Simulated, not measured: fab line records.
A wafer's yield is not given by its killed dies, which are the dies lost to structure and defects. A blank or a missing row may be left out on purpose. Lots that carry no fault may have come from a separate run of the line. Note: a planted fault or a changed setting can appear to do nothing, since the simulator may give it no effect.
A lot that was struck, set against a sound lot -- flow sfq_line -- 28 out of 325 route steps
Sound: wafers L223.4, L223.5, L223.6. Struck: wafer L229.4. (L229.1, L229.5 of the same lot were not struck and are left out.) The cause comes at the end.
For every step that has rows: the tool of each side, followed by ch and its chambers, followed by its first start. Under that, the readings that differ: sound wafers -- struck wafers -- difference of the means -- sigmas: that difference in standard deviations of wafers without a fault.
alike: words and numbers the same on both sides, and readings whose means are apart by under 2 such deviations; not compared: readings that were withheld, readings missing a value for some wafer, numbers with overlapping values and no deviation given by the record, and bounds like >300 which may hide the same value.
Wherever a step has rows on one side only, a row that says differs or no value, or a row with sigmas, the two part there. Numbers that have no deviation but don't overlap get no sigmas and don't part them. Lack of a reading on every wafer of one side parts them only where that side has two or more wafers.

first, 6 steps without rows for these wafers: SFQ_TRILAYER_M2_LITHO_COAT_062 (resist thk 62 nm); SFQ_TRILAYER_M2_LITHO_COAT_057 (resist thk 600 nm); SFQ_TRILAYER_M2_LITHO_SOFTBAKE_061; SFQ_TRILAYER_M2_LITHO_EXPOSE_058 (exposes mask M2, target cd 500 nm); SFQ_TRILAYER_M2_LITHO_PEB_060 (peb time 60 s); SFQ_TRILAYER_M2_LITHO_DEVELOP_059 (time 60 s).
SFQ_M2_OVL_MEAS_916:
  sound: overlay-02 at day 24 04:11; struck: overlay-02 at day 31 07:00
  alike: M2_OVL
SFQ_TRILAYER_M2_BARC_OPEN_METAL_ETCH_077: etches BARC in O2, target depth 125 nm, time 41.7 s.
  sound on rie_metal-04 ch 1, day 24 04:16; struck on rie_metal-04 ch 0, day 31 07:02
  alike: drypump_motor_current_A, he_backside_leak_sccm, oes_product_au, rf_fwd_power_W
  not compared: rf_hours_counter_h
then, 1 step without rows for these wafers: SFQ_TRILAYER_M2_ETCH_METAL_ETCH_060 (etches Nb in Cl2/Ar, stops on SiO2, target depth 240 nm, time 120 s).
SFQ_TRILAYER_M2_STRIP_STRIP_061: strips in O2.
  sound on rie_metal-04 ch 1, day 24 05:10; struck on rie_metal-04 ch 0, day 31 07:13
  alike: drypump_motor_current_A, he_backside_leak_sccm, oes_product_au
  not compared: rf_hours_counter_h
then, 1 step without rows for these wafers: SFQ_TRILAYER_M2_STRIP_SOLV_CLEAN_062 (cleans in NMP, time 600 s).
SFQ_TRILAYER_I2_DEP_PECVD_063: deposits SiO2 from SiH4/N2O, time 111.11 s, target thk 500 nm.
  sound on pecvd-04 ch 0,1,2, day 24 05:59; struck on pecvd-01 ch 0, day 31 07:59
  alike: chamber_pressure_Torr, heater_power_w, rf_fwd_power_W, throttle_valve_pct
-- the record jumps here: 2 days lie between the struck wafers' starts before and after --
SFQ_TRILAYER_I2_CMP_CMP_064: polishes SiO2.
  sound on cmp-01 ch 0,1,2, day 24 17:22; struck on cmp-02 ch 1, day 33 17:38
reading,sound,struck,difference,sigmas
motor_current_A (A),9.8 9.5 9.0,12.4,+3.0,+2
model.SiO2_of_TRILAYER_I2_DEP_PECVD_063.thk_nm (nm),197.5 199.8 200.9,178.9,-20.5,
  alike: time_to_endpoint_s
SFQ_I2_BOW_MEAS_917:
  sound: film_metro-01 at day 24 19:25; struck: film_metro-01 at day 33 20:08
  alike: I2_BOW
SFQ_TRILAYER_I2_METRO_MEASURE_065:
  sound: film_metro-01 at day 24 20:05; struck: film_metro-01 at day 33 20:16
reading,sound,struck,difference,sigmas
thk_nm (nm),197.5 199.7 200.9,178.9,-20.5,-17
then, 6 steps without rows for these wafers: SFQ_TRILAYER_I2_VIA_LITHO_COAT_072 (resist thk 62 nm); SFQ_TRILAYER_I2_VIA_LITHO_COAT_067 (resist thk 650 nm); SFQ_TRILAYER_I2_VIA_LITHO_SOFTBAKE_071; SFQ_TRILAYER_I2_VIA_LITHO_EXPOSE_068 (exposes mask I2, target cd 500 nm); SFQ_TRILAYER_I2_VIA_LITHO_PEB_070 (peb time 60 s); SFQ_TRILAYER_I2_VIA_LITHO_DEVELOP_069 (time 60 s).
-- the record jumps here: 5 days lie between the struck wafers' starts before and after --
SFQ_I2_OVL_MEAS_918:
  sound: overlay-02 at day 30 15:17; struck: overlay-02 at day 39 01:44
  alike: I2_OVL
SFQ_TRILAYER_I2_VIA_BARC_OPEN_VIA_ETCH_096: etches BARC in O2, target depth 125 nm, time 41.7 s.
  sound on rie_diel-02 ch 0,2,3, day 30 15:18; struck on rie_diel-02 ch 3, day 39 01:47
reading,sound,struck,difference,sigmas
oes_product_au (a.u.),0.689 0.689 0.689,0.674,-0.015,-3
  alike: drypump_motor_current_A, rf_fwd_power_W
  not compared: rf_hours_counter_h
SFQ_TRILAYER_I2_VIA_ETCH_VIA_ETCH_070: etches SiO2 in CHF3, stops on Nb, target depth 260 nm.
  sound on rie_diel-02 ch 0,2,3, day 30 15:20; struck on rie_diel-02 ch 3, day 39 01:49
reading,sound,struck,difference,sigmas
oes_product_au (a.u.),0.846 0.859 0.855,0.803,-0.050,-9
model.I2.feature_depth_nm (nm),197.5 199.8 200.9,178.9,-20.5,
model.etch.depth_nm (nm),197.5 199.8 200.9,178.9,-20.5,
  alike: drypump_motor_current_A, rf_fwd_power_W
SFQ_TRILAYER_I2_VIA_STRIP_STRIP_071: strips in O2.
  sound on rie_metal-04 ch 0,1, day 30 15:39; struck on rie_metal-01 ch 0, day 39 01:56
  alike: drypump_motor_current_A, he_backside_leak_sccm, oes_product_au
  not compared: rf_hours_counter_h
then, 1 step without rows for these wafers: SFQ_TRILAYER_I2_VIA_STRIP_SOLV_CLEAN_072 (cleans in NMP, time 600 s).
SFQ_TRILAYER_M3_DEP_PRE_CLEAN_074: time 22.5 s.
  sound: pvd_sputter-03 at day 30 16:14; struck: pvd_sputter-06 at day 39 02:42
reading,sound,struck,difference,sigmas
model.SiO2_of_TRILAYER_I2_DEP_PECVD_063.thk_nm (nm),190 192.3 193.4,171.4,-20.5,
then, 1 step without rows for these wafers: SFQ_TRILAYER_M3_DEP_SPUTTER_073 (material Nb, target thk 200 nm, time 133.3 s).

WHERE THEY PART
Earliest at SFQ_TRILAYER_I2_CMP_CMP_064; latest, in this record, at SFQ_TRILAYER_I2_VIA_ETCH_VIA_ETCH_070. Later steps at which nothing parts them and some readings are alike: SFQ_TRILAYER_I2_VIA_STRIP_STRIP_071.

WHY: what had been put in by the simulator
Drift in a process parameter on cmp-02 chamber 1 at SFQ_TRILAYER_I2_CMP_CMP_064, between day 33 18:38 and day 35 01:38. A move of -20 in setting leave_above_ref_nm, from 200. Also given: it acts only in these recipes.
